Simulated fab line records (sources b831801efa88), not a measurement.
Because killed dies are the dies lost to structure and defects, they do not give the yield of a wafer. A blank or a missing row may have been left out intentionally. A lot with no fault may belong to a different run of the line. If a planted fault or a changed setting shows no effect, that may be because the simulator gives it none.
fab line records | flow sfq_line
record: lots: 15 | wafers: 45 | last_day: 91
route steps=325 shown C5@249 I6@268 I7@296
lots that met no fault: taken from a fault-free run of the same line
start_h: the number of hours between the record's first day and the start of the first shown wafer of the lot | wait_h: how many hours have passed since the lot's step before this one | " same as the row above | L1.1+2: several wafers, shown together as one row | - no value, or no start was given | * or withheld: withheld | < > ~ a bound
route shown NAME@n: NAME is a module with steps in the file, n the number in the route of the first one | usual: mean/standard deviation of fault-free wafers | same: alike in all rows | chamber/n: place in a boat | sites: per-site readings | _std_site: the standard deviation of these | _edge_site: inner sites' mean taken away from outer sites' mean | radius_mm: for every site, how far away it sits from the centre of the wafer | mask NAME#n: copy n | behind: tool/chamber where the wafer was last shaped | hold: why the lot was held/for how many hours/how that ended | device: which transistor (n, p or np) failed to switch | end of line: the route-end tests of the same wafers | where a step has no rows: the recipe by itself | killed: at the first sort, the dies lost to defects and structure; wafer yield is something else | map: a wafer's dies, marking killed ones x, the rest . and places with no die _
set.NAME: the setting as run; set.NAME@STEP: as run at that earlier step | model.NAME: the simulator's own value behind a step, which no gauge read
route steps across a sampled set of lots; one table per step, one row per wafer
services: when a tool's chamber went out of use (start_h, in hours from the record's first day, below 0 if earlier), for how many hours, and the reason
== steps ==
step: SFQ_TRILAYER_C5_STRIP_STRIP_155
recipe: gas: O2 | power_w: 200 | platen_temp_c: 40 | overash_fraction: 0.65 | chemistry: O2 | pressure_mtorr: 50
usual: drypump_motor_current_A: 5.4/0.52 | oes_product_au: 0.997/0.0086
lot.wafer | tool         | chamber | start_h | wait_h | drypump_motor_current_A | oes_product_au | rf_hours_counter_h
L250.2    | rie_metal-03 | 1       | 1697.82 | -      | 6.2                     | 0.994          | 99
L250.4    | "            | 1       | "       | "      | 6.2                     | 0.997          | -
L250.5    | "            | 0       | "       | "      | 5.0                     | 0.991          | -
L251.1    | rie_metal-02 | 0       | 1707.47 | -      | 5.7                     | 1.002          | 60
L251.2    | "            | 1       | "       | "      | 4.9                     | 0.984          | 3
L251.3    | "            | 0       | "       | "      | 5.7                     | 1.005          | -
L252.1    | rie_metal-02 | 0       | 1711.02 | -      | 5.7                     | 1.010          | 60
L252.2    | "            | 1       | "       | "      | 4.8                     | 0.981          | 3
L252.3    | "            | 0       | "       | "      | 5.7                     | 1.006          | -
L254.1    | rie_metal-02 | 0       | 1714.62 | -      | 5.7                     | 0.996          | 61
L254.2    | "            | 1       | "       | "      | 4.8                     | 0.990          | 4
L254.6    | "            | 0       | "       | "      | 5.7                     | 0.999          | -
L255.1    | rie_metal-03 | 1       | 1724.22 | -      | 6.2                     | 0.983          | 103
L255.3    | "            | 0       | "       | "      | 5.0                     | 0.988          | -
L255.4    | "            | 1       | "       | "      | 6.2                     | 0.981          | -
L256.2    | rie_metal-02 | 1       | 1726.50 | -      | 4.8                     | 0.994          | 5
L256.4    | "            | 0       | "       | "      | 5.7                     | 1.006          | -
L256.5    | "            | 1       | "       | "      | 4.8                     | 1.001          | -
L259.1    | rie_metal-03 | 0       | 1754.10 | -      | 5.0                     | 0.997          | 13
L259.3    | "            | 0       | "       | "      | 4.9                     | 0.991          | -
L259.5    | "            | 1       | "       | "      | 6.2                     | 1.001          | -
L260.1    | rie_metal-03 | 0       | 1757.70 | -      | 4.9                     | 0.992          | 13
L260.5    | "            | 0       | "       | "      | 5.0                     | 0.991          | -
L260.6    | "            | 1       | "       | "      | 6.2                     | 0.981          | -
L261.1    | rie_metal-04 | 0       | 1758.90 | -      | 5.4                     | 1.006          | 65
L261.2    | "            | 1       | "       | "      | 4.9                     | 1.002          | 111
L261.5    | "            | 1       | "       | "      | 4.9                     | 1.005          | -
L262.1    | rie_metal-03 | 0       | 1761.42 | -      | 5.0                     | 0.994          | 14
L262.4    | "            | 0       | "       | "      | 5.0                     | 0.994          | -
L262.6    | "            | 0       | "       | "      | 5.0                     | 0.995          | -
L266.2    | rie_metal-03 | 1       | 1885.33 | -      | 6.2                     | 1.002          | 2
L266.4    | "            | 0       | "       | "      | 5.0                     | 0.985          | -
L266.6    | "            | 1       | "       | "      | 6.2                     | 1.000          | -
L268.2    | rie_metal-04 | 0       | 1897.75 | -      | 5.4                     | 1.007          | 89
L268.4    | "            | 0       | "       | "      | 5.4                     | 1.002          | -
L268.6    | "            | 1       | "       | "      | 5.0                     | 0.995          | -
L270.2    | rie_metal-04 | 0       | 1900.15 | -      | 5.4                     | 1.006          | 89
L270.5    | "            | 0       | "       | "      | 5.4                     | 1.007          | -
L270.6    | "            | 1       | "       | "      | 4.9                     | 0.996          | -
L271.1    | rie_metal-02 | 1       | 1901.35 | -      | 4.8                     | 0.996          | 28
L271.2    | "            | 0       | "       | "      | 5.7                     | 1.012          | 86
L271.5    | "            | 1       | "       | "      | 4.8                     | 0.992          | -
L272.2    | rie_metal-04 | 0       | 1907.45 | -      | 5.4                     | 1.012          | 91
L272.3    | "            | 1       | "       | "      | 4.9                     | 1.002          | -
L272.5    | "            | 1       | "       | "      | 4.9                     | 0.992          | -
step: SFQ_I6_BOW_MEAS_941
recipe: mode: bow
usual: I6_BOW: 6/11
lot.wafer | tool          | chamber | start_h | wait_h | I6_BOW[um]
L250.2    | film_metro-02 | -       | 1705.26 | 1.5    | 31
L250.4    | "             | -       | "       | "      | 23
L250.5    | "             | -       | "       | "      | 31
L251.1    | film_metro-01 | -       | 1714.87 | 1.5    | -24
L251.2    | "             | -       | "       | "      | -17
L251.3    | "             | -       | "       | "      | -1
L252.1    | film_metro-04 | -       | 1718.42 | 2.5    | 16
L252.2    | "             | -       | "       | "      | 15
L252.3    | "             | -       | "       | "      | 11
L254.1    | film_metro-01 | -       | 1722.50 | 1.5    | 8
L254.2    | "             | -       | "       | "      | 2
L254.6    | "             | -       | "       | "      | 7
L255.1    | film_metro-01 | -       | 1831.50 | 1.5    | 10
L255.3    | "             | -       | "       | "      | 6
L255.4    | "             | -       | "       | "      | 9
L256.2    | film_metro-04 | -       | 1834.52 | 1.0    | 8
L256.4    | "             | -       | "       | "      | 19
L256.5    | "             | -       | "       | "      | -3
L259.1    | film_metro-02 | -       | 1861.68 | 1.5    | 5
L259.3    | "             | -       | "       | "      | 7
L259.5    | "             | -       | "       | "      | -2
L260.1    | film_metro-02 | -       | 1866.56 | 1.0    | 0
L260.5    | "             | -       | "       | "      | 3
L260.6    | "             | -       | "       | "      | -2
L261.1    | film_metro-02 | -       | 1869.56 | 1.0    | -12
L261.2    | "             | -       | "       | "      | -7
L261.5    | "             | -       | "       | "      | -9
L262.1    | film_metro-04 | -       | 1870.68 | 2.5    | 19
L262.4    | "             | -       | "       | "      | 27
L262.6    | "             | -       | "       | "      | 28
L266.2    | film_metro-02 | -       | 1902.58 | 1.5    | 7
L266.4    | "             | -       | "       | "      | 10
L266.6    | "             | -       | "       | "      | 22
L268.2    | film_metro-04 | -       | 1910.82 | 2.5    | -6
L268.4    | "             | -       | "       | "      | -8
L268.6    | "             | -       | "       | "      | -5
L270.2    | film_metro-04 | -       | 1916.85 | 2.5    | 6
L270.5    | "             | -       | "       | "      | 3
L270.6    | "             | -       | "       | "      | 4
L271.1    | film_metro-01 | -       | 1917.56 | 2.0    | 15
L271.2    | "             | -       | "       | "      | 3
L271.5    | "             | -       | "       | "      | 9
L272.2    | film_metro-02 | -       | 1920.58 | 2.0    | -8
L272.3    | "             | -       | "       | "      | -11
L272.5    | "             | -       | "       | "      | -11
step: SFQ_TRILAYER_I7_DEP_PECVD_183
recipe: material: SiO2 | temp_c: 150 | time_s: 113.9 | pressure_torr: 2.4 | rf_w: 183.3 | precursor: SiH4/N2O | target_thk_nm: 500
usual: heater_power_w: 77/18 | throttle_valve_pct: 24.4/1.1
lot.wafer | tool     | chamber | start_h | wait_h | heater_power_w | throttle_valve_pct
L250.2    | pecvd-02 | 0       | 1816.22 | 0.0    | 65             | 24.5
L250.4    | "        | 2       | "       | "      | 77             | 24.1
L250.5    | "        | 1       | "       | "      | 96             | 23.4
L251.1    | pecvd-01 | 2       | 1820.20 | 0.0    | 66             | 22.6
L251.2    | "        | 1       | "       | "      | 47             | 24.8
L251.3    | "        | 0       | "       | "      | 108            | 24.7
L252.1    | pecvd-04 | 0       | 1823.80 | 0.0    | 86             | 26.2
L252.2    | "        | 2       | "       | "      | 77             | 27.0
L252.3    | "        | 1       | "       | "      | 97             | 25.0
L254.1    | pecvd-01 | 2       | 1832.19 | 0.0    | 67             | 22.9
L254.2    | "        | 1       | "       | "      | 46             | 25.3
L254.6    | "        | 0       | "       | "      | 111            | 24.4
L255.1    | pecvd-02 | 0       | 1840.27 | 0.0    | 76             | 24.5
L255.3    | "        | 2       | "       | "      | 64             | 23.9
L255.4    | "        | 2       | "       | "      | 69             | 23.9
L256.2    | pecvd-02 | 0       | 1843.87 | 0.0    | 66             | 24.4
L256.4    | "        | 2       | "       | "      | 67             | 23.8
L256.5    | "        | 1       | "       | "      | 92             | 23.3
L259.1    | pecvd-02 | 2       | 1870.79 | 0.0    | 66             | 23.9
L259.3    | "        | 0       | "       | "      | 71             | 24.5
L259.5    | "        | 2       | "       | "      | 70             | 24.0
L260.1    | pecvd-02 | 1       | 1893.82 | 0.0    | 83             | 23.7
L260.5    | "        | 1       | "       | "      | 86             | 23.5
L260.6    | "        | 2       | "       | "      | 68             | 24.0
L261.1    | pecvd-01 | 1       | 1962.92 | 0.0    | 46             | 25.3
L261.2    | "        | 0       | "       | "      | 103            | 24.7
L261.5    | "        | 2       | "       | "      | 62             | 23.1
L262.1    | pecvd-04 | 0       | 1964.10 | 0.0    | 84             | 26.4
L262.4    | "        | 2       | "       | "      | 81             | 27.2
L262.6    | "        | 1       | "       | "      | 95             | 24.8
L266.2    | pecvd-04 | 2       | 2070.25 | 0.0    | 74             | 23.4
L266.4    | "        | 1       | "       | "      | 104            | 22.2
L266.6    | "        | 0       | "       | "      | 91             | 22.3
L268.2    | pecvd-01 | 2       | 2082.59 | 0.0    | 69             | 23.2
L268.4    | "        | 1       | "       | "      | 39             | 25.6
L268.6    | "        | 0       | "       | "      | 106            | 25.3
L270.2    | pecvd-01 | 2       | 2089.79 | 0.0    | 67             | 23.4
L270.5    | "        | 2       | "       | "      | 72             | 23.7
L270.6    | "        | 1       | "       | "      | 40             | 25.7
L271.1    | pecvd-02 | 0       | 2090.82 | 0.0    | 76             | 24.8
L271.2    | "        | 2       | "       | "      | 74             | 24.1
L271.5    | "        | 2       | "       | "      | 76             | 24.4
L272.2    | pecvd-01 | 2       | 2094.43 | 0.0    | 67             | 23.3
L272.3    | "        | 0       | "       | "      | 101            | 25.5
L272.5    | "        | 1       | "       | "      | 43             | 25.3
step: SFQ_TRILAYER_I7_VIA_BARC_OPEN_VIA_ETCH_260
recipe: mask_material: PR | chemistry: O2 | target_depth_nm: 125 | target: BARC | source_w: 500 | bias_w: 80 | pressure_mtorr: 30 | time_s: 41.7
usual: drypump_motor_current_A: 5.9/0.39 | oes_product_au: 0.684/0.0044 | run_length_s: 70.1/0.41
lot.wafer | tool        | chamber | start_h | wait_h | drypump_motor_current_A | oes_product_au | rf_hours_counter_h | run_length_s
L250.2    | rie_diel-01 | 1       | 1827.63 | 0.0    | 6.0                     | 0.685          | 13                 | 69.6
L250.4    | "           | 0       | "       | "      | 6.3                     | 0.682          | 0                  | 70.2
L250.5    | "           | 2       | "       | "      | 5.9                     | 0.692          | -                  | 70.9
L251.1    | rie_diel-03 | 0       | 1828.83 | 0.0    | 6.5                     | 0.683          | 18                 | 69.8
L251.2    | "           | 1       | "       | "      | 6.0                     | 0.685          | 16                 | 70.6
L251.3    | "           | 3       | "       | "      | 5.8                     | 0.685          | 4                  | 70.0
L252.1    | rie_diel-02 | 3       | 1832.43 | 0.0    | 6.0                     | 0.683          | 2                  | 69.7
L252.2    | "           | 1       | "       | "      | 5.7                     | 0.681          | 14                 | 70.8
L252.3    | "           | 0       | "       | "      | 5.0                     | 0.684          | 9                  | 70.0
L254.1    | rie_diel-02 | 0       | 1841.71 | 0.0    | 5.1                     | 0.683          | 9                  | 69.9
L254.2    | "           | 3       | "       | "      | 6.1                     | 0.683          | 2                  | 70.0
L254.6    | "           | 1       | "       | "      | 5.7                     | 0.681          | -                  | 70.4
L255.1    | rie_diel-03 | 0       | 1847.14 | 0.0    | 6.5                     | 0.686          | 19                 | 70.7
L255.3    | "           | 1       | "       | "      | 6.0                     | 0.681          | 16                 | 70.2
L255.4    | "           | 2       | "       | "      | 5.4                     | 0.690          | 12                 | 70.6
L256.2    | rie_diel-01 | 0       | 1851.48 | 0.0    | 6.3                     | 0.688          | 0                  | 69.9
L256.4    | "           | 1       | "       | "      | 6.1                     | 0.680          | 14                 | 69.7
L256.5    | "           | 0       | "       | "      | 6.3                     | 0.687          | -                  | 70.2
L259.1    | rie_diel-02 | 0       | 1894.06 | 0.0    | 5.1                     | 0.682          | 10                 | 70.0
L259.3    | "           | 1       | "       | "      | 5.7                     | 0.683          | 14                 | 70.5
L259.5    | "           | 1       | "       | "      | 5.7                     | 0.683          | -                  | 70.6
L260.1    | rie_diel-03 | 0       | 1909.76 | 0.0    | 6.5                     | 0.681          | 0                  | 70.3
L260.5    | "           | 2       | "       | "      | 5.4                     | 0.694          | -                  | 70.7
L260.6    | "           | 1       | "       | "      | 6.0                     | 0.687          | -                  | 70.2
L261.1    | rie_diel-01 | 0       | 1975.14 | 0.0    | 6.3                     | 0.688          | 2                  | 70.7
L261.2    | "           | 2       | "       | "      | 5.9                     | 0.679          | 18                 | 70.8
L261.5    | "           | 2       | "       | "      | 5.9                     | 0.689          | -                  | 71.0
L262.1    | rie_diel-02 | 3       | 1976.34 | 0.0    | 6.0                     | 0.687          | 4                  | 69.8
L262.4    | "           | 0       | "       | "      | 5.1                     | 0.687          | 11                 | 69.8
L262.6    | "           | 1       | "       | "      | 5.7                     | 0.682          | -                  | 71.0
L266.2    | rie_diel-01 | 2       | 2087.12 | 0.0    | 5.9                     | 0.685          | 1                  | 70.3
L266.4    | "           | 1       | "       | "      | 6.1                     | 0.655          | -                  | 73.5
L266.6    | "           | 3       | "       | "      | 6.1                     | 0.688          | -                  | 69.6
L268.2    | rie_diel-01 | 2       | 2093.01 | 0.0    | 5.9                     | 0.689          | 1                  | 70.6
L268.4    | "           | 0       | "       | "      | 6.3                     | 0.693          | 4                  | 70.8
L268.6    | "           | 1       | "       | "      | 6.1                     | 0.663          | -                  | 73.4
L270.2    | rie_diel-01 | 0       | 2096.48 | 0.0    | 6.4                     | 0.690          | 4                  | 70.2
L270.5    | "           | 1       | "       | "      | 6.1                     | 0.654          | -                  | 73.4
L270.6    | "           | 2       | "       | "      | 5.9                     | 0.685          | -                  | 70.4
L271.1    | rie_diel-03 | 1       | 2097.68 | 0.0    | 6.0                     | 0.684          | 20                 | 70.3
L271.2    | "           | 3       | "       | "      | 5.8                     | 0.688          | 9                  | 70.7
L271.5    | "           | 1       | "       | "      | 6.0                     | 0.677          | -                  | 70.3
L272.2    | rie_diel-02 | 0       | 2101.12 | 0.0    | 5.1                     | 0.682          | 12                 | 69.8
L272.3    | "           | 1       | "       | "      | 5.7                     | 0.684          | 17                 | 71.0
L272.5    | "           | 3       | "       | "      | 6.0                     | 0.684          | -                  | 69.9
== services ==
tool         | chamber | start_h | hours | kind
pecvd-01     | -       | 1686.25 | 14.0  | pm
rie_metal-03 | -       | 1698.44 | 0.2   | repair
rie_diel-03  | 2       | 1700.46 | 8.3   | repair
rie_diel-01  | 3       | 1703.69 | 4.3   | repair
rie_diel-02  | -       | 1769.83 | 0.1   | repair
rie_metal-04 | 0       | 1782.75 | 18.4  | repair
rie_metal-02 | 1       | 1800.65 | 2.3   | repair
rie_diel-02  | 3       | 1806.24 | 5.4   | repair
rie_metal-04 | 1       | 1814.63 | 10.6  | repair
rie_diel-02  | 2       | 1822.28 | 10.6  | repair
rie_metal-04 | -       | 1824.08 | 0.1   | repair
pecvd-02     | -       | 1824.51 | 5.5   | pm
rie_diel-01  | 2       | 1840.01 | 1.3   | repair
pecvd-02     | -       | 1845.17 | 6.0   | pm
rie_diel-01  | 0       | 1854.49 | 13.1  | repair
pecvd-02     | 1       | 1855.12 | 5.0   | repair
rie_metal-03 | 1       | 1899.33 | 17.5  | repair
rie_metal-03 | -       | 1906.27 | 1.4   | repair
rie_metal-02 | 1       | 1918.13 | 18.0  | repair
pecvd-02     | -       | 1931.11 | 2.8   | pm
rie_diel-02  | 2       | 1943.14 | 11.9  | repair
pecvd-02     | -       | 1952.15 | 0.6   | repair
pecvd-01     | 2       | 2046.28 | 6.8   | repair
rie_diel-01  | 0       | 2085.84 | 5.3   | repair
== key ==
first_sign: step: SFQ_TRILAYER_I7_VIA_BARC_OPEN_VIA_ETCH_260 | reading: run_length_s | direction: up | sigmas: 8 | usual: * | struck: *
effect: step: SFQ_TRILAYER_I7_VIA_BARC_OPEN_VIA_ETCH_260 | reading: oes_product_au | direction: down | sigmas: 6.1 | usual: 0.684 | struck: 0.658
met_at SFQ_TRILAYER_I7_VIA_BARC_OPEN_VIA_ETCH_260
struck_lots L266,L268,L270
struck_wafers L266.4,L268.6,L270.5
not_acting_at SFQ_TRILAYER_C5_STRIP_STRIP_155,SFQ_I6_BOW_MEAS_941,SFQ_TRILAYER_I7_DEP_PECVD_183
onset_between 1851.48 2087.12
fault: kind: process_parameter_drift | tool: rie_diel-01 | chamber: 1 | onset_h: 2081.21 | steps: SFQ_TRILAYER_I7_VIA_BARC_OPEN_VIA_ETCH_260 | channel: time_s | offset: * | shape: step | end_h: 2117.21 | acts_in: * | stated: *
